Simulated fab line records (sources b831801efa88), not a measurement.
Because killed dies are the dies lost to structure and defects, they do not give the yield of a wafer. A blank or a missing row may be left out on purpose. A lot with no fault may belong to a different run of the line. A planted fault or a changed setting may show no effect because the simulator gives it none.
fab line records -- flow sky130 -- part 2 of 2: steps 44 to 44 of 44
record: lots: 6, wafers: 18, last_day: 49
route steps=708 shown VIA2@525 METAL3@532 CAPM@537 PAD_OPEN@708
lots with no fault: from the same line, run without faults
start_h: the number of hours between the record's first day and the start of the first shown wafer of the lot -- wait_h: hours from the lot's prior step to this one -- " same as the row above -- L1.1+2: a row that stands for several wafers -- - no value, or no start was given -- * or withheld: withheld -- < > ~ a bound
route shown NAME@n: names a module that has steps shown in the file, with the first one's number in the route -- usual: the fault-free wafers' mean and standard deviation -- same: alike in all rows -- chamber/n: place in a boat -- sites: the reading at each site -- _std_site: the standard deviation of these -- _edge_site: inner sites' mean taken away from outer sites' mean -- radius_mm: how far each site lies from the wafer's centre -- mask NAME#n: copy n -- behind: the last tool/chamber to shape the wafer -- hold: cause of the lot's hold/its duration in hours/its outcome -- device: which transistor (n, p or np) failed to switch -- end of line: the route-end tests of the same wafers -- for a step that has no rows: nothing shown but its recipe -- killed: not the wafer's yield, but the dies lost to structure and defects at the first sort -- map: a wafer's dies, x killed, . not, _ none there
set.NAME: the setting as run; set.NAME@STEP: as run at that earlier step -- model.NAME: the simulator's own value behind a step, which no gauge read
lots at selected steps of the route; one table per step, one row per wafer
services: a tool's chamber out of use, with start hour (start_h, from the record's first day; less than 0 if before it), hours out, and reason
== steps ==
step: SKY_PAD_OPEN_PROBE_99
usual: defect_limited_yield: 82.3/1.9, killed_at_M0_to_M3: 44/7.4, killed_at_M4_up: 3.2/1.8, killed_at_contacts: 25/5.2, killed_at_front_end: 15/4.5, killed_at_other: 0.2/0.43, killed_dies: 87/9.6, killed_open: 48/7.6, killed_short: 40/5.7, sort_bin_3_pad_short: 0.9/0.45, sort_bin_5_function: 10.5/1.5, sort_bin_6_memory: 6.3/1.2, sort_n_pass: 405/9.6, sort_yield_pct: 82.3/1.9
same: gross_dies: 492, killed_at_back_side: 0, sort_bin_4_leakage[%]: 0, sort_bin_8_speed[%]: 0
lot.wafer,tool,chamber,start_h,wait_h,defect_limited_yield[%],killed_at_M0_to_M3,killed_at_M4_up,killed_at_contacts,killed_at_front_end,killed_at_other,killed_dies,killed_open,killed_short,sort_bin_3_pad_short[%],sort_bin_5_function[%],sort_bin_6_memory[%],sort_n_pass,sort_yield_pct[%],model.etest.cap_mim.bv_v,model.etest.cap_mim.leak_log10_a_cm2,model.etest.cap_mim.c_ff_um2
L403.1,prober-02,-,1082.51,0.1,81.9,50,6,21,12,0,89,49,40,0.8,10.8,6.5,403,81.9,14.28,-8.85,2.347
L403.2,prober-02,-,1082.56,0.1,83.9,40,0,25,14,0,79,42,37,1.6,8.9,5.5,413,83.9,13.84,-9.038,2.384
L403.6,prober-02,-,1082.76,0.2,82.1,40,2,28,18,0,88,59,29,1.0,10.6,6.3,404,82.1,14.11,-9.029,2.341
L406.3,prober-01,-,1102.32,0.2,84.8,35,6,28,6,0,75,41,34,0.4,9.8,5.1,417,84.8,13.53,-8.969,2.345
L406.5,prober-01,-,1102.42,0.2,84.8,38,1,23,13,0,75,42,33,0.8,9.6,4.9,417,84.8,13.96,-8.948,2.311
L406.6,prober-01,-,1102.47,0.2,86.0,35,1,23,10,0,69,37,32,0.4,8.5,5.1,423,86.0,14.05,-8.785,2.362
L411.2,prober-02,-,1137.90,0.1,82.9,49,2,14,18,1,84,43,41,1.2,10.4,5.5,408,82.9,13.29,-8.984,2.394
L411.3,prober-02,-,1137.95,0.2,83.1,42,3,26,12,0,83,51,32,0.2,9.1,7.5,409,83.1,12.27,-8.468,2.66
L411.5,prober-02,-,1138.05,0.2,80.7,53,3,21,18,0,95,53,42,0.4,11.2,7.7,397,80.7,13.7,-8.784,2.376
L416.4,prober-01,-,1161.38,0.2,82.5,48,4,21,13,0,86,42,44,1.2,11.4,4.9,406,82.5,14.43,-9.123,2.318
L416.5,prober-01,-,1161.43,0.2,80.1,49,3,26,20,0,98,52,46,0.8,10.4,8.7,394,80.1,13.39,-8.929,2.339
L416.6,prober-01,-,1161.48,0.2,81.5,50,3,19,18,1,91,46,45,1.2,11.0,6.3,401,81.5,13.03,-8.707,2.567
L417.1,prober-02,-,1169.28,0.1,83.1,38,5,28,11,1,83,48,35,0.8,9.8,6.3,409,83.1,13.36,-8.931,2.291
L417.2,prober-02,-,1169.33,0.1,81.5,42,3,24,21,1,91,52,39,1.8,11.0,5.7,401,81.5,13.72,-8.956,2.376
L417.4,prober-02,-,1169.43,0.2,82.7,39,4,30,12,0,85,50,35,1.0,9.1,7.1,407,82.7,13.96,-8.959,2.304
L420.1,prober-01,-,1179.35,0.1,81.7,53,4,24,9,0,90,44,46,0.8,11.4,6.1,402,81.7,14.47,-8.806,2.348
L420.2,prober-01,-,1179.40,0.1,76.4,62,5,37,12,0,116,64,52,1.8,15.9,5.9,376,76.4,13.93,-8.99,2.372
L420.4,prober-01,-,1179.50,0.2,77.4,67,4,27,13,0,111,62,49,1.4,13.6,7.5,381,77.4,14.04,-9.071,2.367
killed by level:class
L403.1 VIA1:geometric_particle:open=10 CONTACT:geometric_particle:open=7 METAL2:geometric_particle:short=7 LI_CONTACT:geometric_particle:open=6 METAL1:geometric_particle:short=6 VIA2:geometric_particle:open=5 POLY_GATE:geometric_particle:open=4 LOCAL_INTERCONNECT:geometric_particle:short=4
L403.2 CONTACT:geometric_particle:open=10 LI_CONTACT:geometric_particle:open=7 VIA1:geometric_particle:short=7 FIELD_ISO:geometric_particle:short=6 VIA2:geometric_particle:open=6 METAL2:geometric_particle:short=5 VIA3:geometric_particle:open=5 CONTACT:geometric_particle:short=4
L403.6 VIA1:geometric_particle:open=13 CONTACT:geometric_particle:open=10 VIA3:geometric_particle:open=10 LI_CONTACT:geometric_particle:open=9 FIELD_ISO:geometric_particle:open=5 METAL1:geometric_particle:short=5 SPACER:geometric_particle:open=4 LOCAL_INTERCONNECT:geometric_particle:short=4
L406.3 VIA1:geometric_particle:open=13 CONTACT:geometric_particle:open=10 METAL2:geometric_particle:short=8 LOCAL_INTERCONNECT:geometric_particle:short=6 LI_CONTACT:geometric_particle:open=5 CONTACT:geometric_particle:short=4 METAL1:geometric_particle:short=4 METAL4:geometric_particle:short=4
L406.5 VIA1:geometric_particle:open=10 CONTACT:geometric_particle:open=7 VIA2:geometric_particle:open=7 CONTACT:geometric_particle:short=6 VIA2:geometric_particle:short=6 LI_CONTACT:geometric_particle:open=5 LOCAL_INTERCONNECT:geometric_particle:short=5 VIA3:geometric_particle:open=5
L406.6 CONTACT:geometric_particle:open=10 VIA1:geometric_particle:open=9 LOCAL_INTERCONNECT:geometric_particle:short=4 METAL1:geometric_particle:short=4 VIA1:geometric_particle:short=4 METAL2:geometric_particle:short=4 LI_CONTACT:geometric_particle:open=3 LI_CONTACT:geometric_particle:short=3
L411.2 VIA1:geometric_particle:open=13 FIELD_ISO:geometric_particle:short=8 METAL2:geometric_particle:short=6 METAL1:geometric_particle:short=6 VIA2:geometric_particle:open=6 VIA1:geometric_particle:short=5 LI_CONTACT:geometric_particle:open=5 CONTACT:geometric_particle:short=4
L411.3 VIA1:geometric_particle:open=11 CONTACT:geometric_particle:open=10 VIA2:geometric_particle:open=7 LI_CONTACT:geometric_particle:open=6 VIA3:geometric_particle:open=6 LOCAL_INTERCONNECT:geometric_particle:short=5 VIA1:geometric_particle:short=5 POLY_GATE:geometric_particle:short=4
L411.5 METAL2:geometric_particle:short=12 VIA3:geometric_particle:open=9 VIA1:geometric_particle:open=8 CONTACT:geometric_particle:open=8 POLY_GATE:geometric_particle:open=5 METAL1:geometric_particle:short=5 FIELD_ISO:geometric_particle:open=4 VIA3:geometric_particle:short=4
L416.4 METAL2:geometric_particle:short=11 VIA1:geometric_particle:open=11 LOCAL_INTERCONNECT:geometric_particle:short=8 LI_CONTACT:geometric_particle:open=7 VIA2:geometric_particle:short=7 FIELD_ISO:geometric_particle:open=6 VIA2:geometric_particle:open=6 METAL1:geometric_particle:short=5
L416.5 CONTACT:geometric_particle:open=12 VIA1:geometric_particle:short=9 VIA3:geometric_particle:open=8 VIA1:geometric_particle:open=6 METAL1:geometric_particle:short=6 METAL2:geometric_particle:short=6 VIA2:geometric_particle:open=6 POLY_GATE:geometric_particle:short=5
L416.6 VIA2:geometric_particle:open=11 VIA3:geometric_particle:open=8 LI_CONTACT:geometric_particle:open=7 FIELD_ISO:geometric_particle:short=6 METAL1:geometric_particle:short=6 CONTACT:geometric_particle:open=5 METAL2:geometric_particle:short=5 FIELD_ISO:geometric_particle:open=4
L417.1 LI_CONTACT:geometric_particle:open=10 VIA1:geometric_particle:open=8 VIA2:geometric_particle:open=8 VIA3:geometric_particle:open=7 CONTACT:geometric_particle:open=6 VIA3:geometric_particle:short=4 LI_CONTACT:geometric_particle:short=4 METAL2:geometric_particle:short=4
L417.2 CONTACT:geometric_particle:open=9 VIA1:geometric_particle:open=9 LI_CONTACT:geometric_particle:open=8 VIA3:geometric_particle:open=7 VIA2:geometric_particle:open=6 FIELD_ISO:geometric_particle:short=5 POLY_GATE:geometric_particle:open=5 METAL2:geometric_particle:short=5
L417.4 CONTACT:geometric_particle:open=14 METAL1:geometric_particle:short=7 VIA2:geometric_particle:open=7 VIA3:geometric_particle:open=7 LI_CONTACT:geometric_particle:open=6 CONTACT:geometric_particle:short=6 VIA1:geometric_particle:open=5 METAL2:geometric_particle:short=4
L420.1 CONTACT:geometric_particle:open=11 METAL1:geometric_particle:short=10 VIA1:geometric_particle:open=8 VIA3:geometric_particle:open=7 LOCAL_INTERCONNECT:geometric_particle:short=5 METAL2:geometric_particle:short=5 VIA2:geometric_particle:short=5 LI_CONTACT:geometric_particle:open=4
L420.2 VIA1:geometric_particle:open=13 VIA2:geometric_particle:open=11 VIA1:geometric_particle:short=10 VIA3:geometric_particle:open=9 LOCAL_INTERCONNECT:geometric_particle:short=8 CONTACT:geometric_particle:open=8 LI_CONTACT:geometric_particle:open=7 LOCAL_INTERCONNECT:geometric_particle:open=5
L420.4 VIA1:geometric_particle:open=17 CONTACT:geometric_particle:open=10 VIA3:geometric_particle:short=10 METAL2:geometric_particle:short=9 LI_CONTACT:geometric_particle:open=8 VIA2:geometric_particle:open=8 VIA3:geometric_particle:open=7 LOCAL_INTERCONNECT:geometric_particle:short=6
== services ==
tool,chamber,start_h,hours,kind
pecvd-04,1,844.40,5.5,repair
pvd_sputter-02,-,854.54,4.9,repair
rie_metal-01,1,858.48,9.9,repair
plasma_asher-03,-,860.50,2.3,repair
rie_metal-04,-,887.60,1.5,repair
pecvd-04,2,887.92,22.9,repair
pecvd-04,-,890.82,0.6,repair
pvd_sputter-01,-,894.88,70.8,repair
rie_metal-03,-,902.24,0.3,repair
rie_metal-03,-,912.49,0.3,repair
rie_metal-04,0,931.64,19.1,repair
pecvd-02,0,939.39,5.1,repair
rie_diel-01,3,940.18,12.8,repair
rie_diel-01,0,940.48,4.9,repair
rie_metal-03,-,973.50,0.1,repair
pvd_sputter-04,-,983.36,7.5,repair
rie_diel-01,3,991.90,7.3,repair
pecvd-02,2,993.52,7.2,repair
plasma_asher-01,-,1000.92,0.3,repair
pecvd-01,-,1006.62,6.0,pm
rie_diel-02,1,1014.75,3.0,repair
plasma_asher-01,-,1016.57,0.9,repair
pecvd-01,-,1016.93,2.8,pm
pvd_sputter-04,-,1020.97,0.5,repair
== key ==
first_sign: step: SKY_CAPM_THK_MEAS_01, reading: CAPM_CVD_00_THK, direction: down, sigmas: 7.2, usual: 15.52, struck: 13.92
effect: step: SKY_METAL3_ETCH_17, reading: oes_product_au, direction: down, sigmas: 4.6, usual: 0.755, struck: 0.720
model_effect: step: SKY_CAPM_CVD_00, value: SiO2_of_CAPM_CVD_00.thk_nm, without: 15.45, struck: 13.95
model_effect: step: SKY_METAL3_ETCH_17, value: etch.depth_nm, without: 15.45, struck: 13.95
model_effect: step: SKY_PAD_OPEN_PROBE_99, value: etest.cap_mim.bv_v, without: 14.02, struck: 12.65
met_at SKY_CAPM_CVD_00
struck_wafers L411.3,L416.6
onset_between 882.18 927.28
fault: kind: process_parameter_drift, tool: pecvd-02, chamber: 0, onset_h: 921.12, steps: SKY_CAPM_CVD_00, channel: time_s, offset: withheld, shape: step, end_h: 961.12, acts_in: *
